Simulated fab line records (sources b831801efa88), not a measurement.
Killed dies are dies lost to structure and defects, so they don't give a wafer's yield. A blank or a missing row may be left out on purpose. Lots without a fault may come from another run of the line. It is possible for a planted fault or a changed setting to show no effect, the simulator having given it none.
The tool behind it: which one? + flow gf180mcu + 12 lots, 36 wafers sampled, at 6 steps of a route of 602

== WHAT THE GAUGES READ, wafer by wafer ==
GF_PASSIVATION_BOW_MEAS_14.
| lot  | measured     | on           | PASSIVATION_BOW (um) |
|------|--------------|--------------|----------------------|
| L075 | day 29 08:33 | filmMetro-02 | 132 133 137          |
| L076 | day 29 21:53 | filmMetro-02 | 130 138 140          |
| L079 | day 30 09:59 | filmMetro-01 | 121 113 118          |
| L081 | day 31 06:04 | filmMetro-01 | 153 144 140          |
| L083 | day 31 13:41 | filmMetro-01 | 141 152 144          |
| L085 | day 32 05:58 | filmMetro-02 | 123 132 122          |
| L087 | day 32 16:16 | filmMetro-02 | 135 137 135          |
| L089 | day 33 02:20 | filmMetro-01 | 131 141 129          |
| L091 | day 33 18:10 | filmMetro-03 | 125 119 130          |
| L093 | day 34 00:39 | filmMetro-02 | 132 131 121          |
| L095 | day 34 16:53 | filmMetro-01 | 135 132 135          |
| L097 | day 35 02:12 | filmMetro-02 | 136 132 143          |

== WHICH TOOL RAN EACH LOT (tool, then ch and the chambers of the sampled wafers, then the start) ==
| lot  | GF_M2_SPUTTER_04            | GF_M5_STRIP_11                      | GF_V5_CMP_26                  | GF_TOP_METAL_SPUTTER_02     | GF_PASSIVATION_ETCH_11            |
|------|-----------------------------|-------------------------------------|-------------------------------|-----------------------------|-----------------------------------|
| L075 | pvdSputter-02, day 18 13:22 | plasmaAsher-04 ch 0,1, day 26 14:02 | cmp-01 ch 0,1, day 27 14:05   | pvdSputter-03, day 27 14:31 | rieDiel-01 ch 0,3, day 29 06:38   |
| L076 | pvdSputter-03, day 19 06:28 | plasmaAsher-01 ch 0,1, day 27 05:27 | cmp-02 ch 0,2,3, day 28 04:11 | pvdSputter-02, day 28 04:34 | rieDiel-02 ch 0,2, day 29 20:01   |
| L079 | pvdSputter-02, day 19 21:51 | plasmaAsher-01 ch 0,1, day 27 18:45 | cmp-02 ch 0,1,3, day 28 16:01 | pvdSputter-04, day 28 16:28 | rieDiel-01 ch 2, day 30 07:42     |
| L081 | pvdSputter-03, day 20 23:28 | plasmaAsher-04 ch 0,1, day 28 16:25 | cmp-02 ch 0,1,3, day 29 13:56 | pvdSputter-04, day 29 14:16 | rieDiel-01 ch 0,2, day 31 04:10   |
| L083 | pvdSputter-04, day 21 11:35 | plasmaAsher-04 ch 0,1, day 29 01:48 | cmp-02 ch 0,1, day 29 22:38   | pvdSputter-04, day 29 23:04 | rieDiel-01 ch 0,2, day 31 11:49   |
| L085 | pvdSputter-02, day 22 07:53 | plasmaAsher-03 ch 0,1, day 29 19:23 | cmp-02 ch 0,2,3, day 30 16:01 | pvdSputter-02, day 30 16:24 | rieDiel-04 ch 0,1,3, day 32 04:05 |
| L087 | pvdSputter-02, day 22 23:20 | plasmaAsher-03 ch 0,1, day 30 06:20 | cmp-02 ch 0,3, day 31 02:47   | pvdSputter-03, day 31 03:13 | rieDiel-04 ch 0,1,3, day 32 14:23 |
| L089 | pvdSputter-04, day 23 14:23 | plasmaAsher-01 ch 0,1, day 30 17:59 | cmp-01 ch 1,2,3, day 31 14:10 | pvdSputter-02, day 31 14:32 | rieDiel-04 ch 0,1, day 33 00:26   |
| L091 | pvdSputter-04, day 24 09:08 | plasmaAsher-03 ch 0,1, day 31 11:46 | cmp-02 ch 0,1,3, day 32 07:04 | pvdSputter-02, day 32 07:30 | rieDiel-04 ch 0,2,3, day 33 16:17 |
| L093 | pvdSputter-02, day 24 20:25 | plasmaAsher-04 ch 0,1, day 31 19:22 | cmp-01 ch 0,3, day 32 14:23   | pvdSputter-03, day 32 14:47 | rieDiel-01 ch 0,1,2, day 33 22:44 |
| L095 | pvdSputter-04, day 25 18:13 | plasmaAsher-03 ch 0, day 32 12:43   | cmp-02 ch 1,2,3, day 33 07:05 | pvdSputter-02, day 33 07:31 | rieDiel-02 ch 0,2,3, day 34 15:01 |
| L097 | pvdSputter-03, day 26 06:09 | plasmaAsher-04 ch 0,1, day 32 22:25 | cmp-01 ch 0,2, day 33 16:48   | pvdSputter-04, day 33 17:14 | rieDiel-04 ch 0,2,3, day 35 00:17 |
- GF_M2_SPUTTER_04: material TiN, target thk 50 nm, time 41.7 s.
- GF_M5_STRIP_11: strips in O2/N2.
- GF_V5_CMP_26: polishes, stops on SiO2, t overpolish 15 s, target thk 0 nm.
- GF_TOP_METAL_SPUTTER_02: material AlCu, target thk 900 nm, time 47.82 s.
- GF_PASSIVATION_ETCH_11: etches the open film in CF4/O2, stops on TiN, target depth 2040 nm, time 453.3 s.

== THE ANSWER, worked out from the rows above alone ==
Rule: what is usual is taken from the lots themselves. The widest of any qualifying gaps counts: lots, ordered by their means at a reading, are off when they make up no more than a third of the lots, leave a main group of 4 or more, and stand apart from it by 3 or more times the standard deviation of that group's means. A main group is skipped when, at the precision printed for the reading in the tables above, its means are all equal. Also off: a lot with no number at a reading for which 4 or more lots have one. All remaining lots with rows at the step are treated as sound.
Nothing can be told from this: no lot is off at any reading shown.

== WHAT THE SIMULATOR HAD PUT IN ==
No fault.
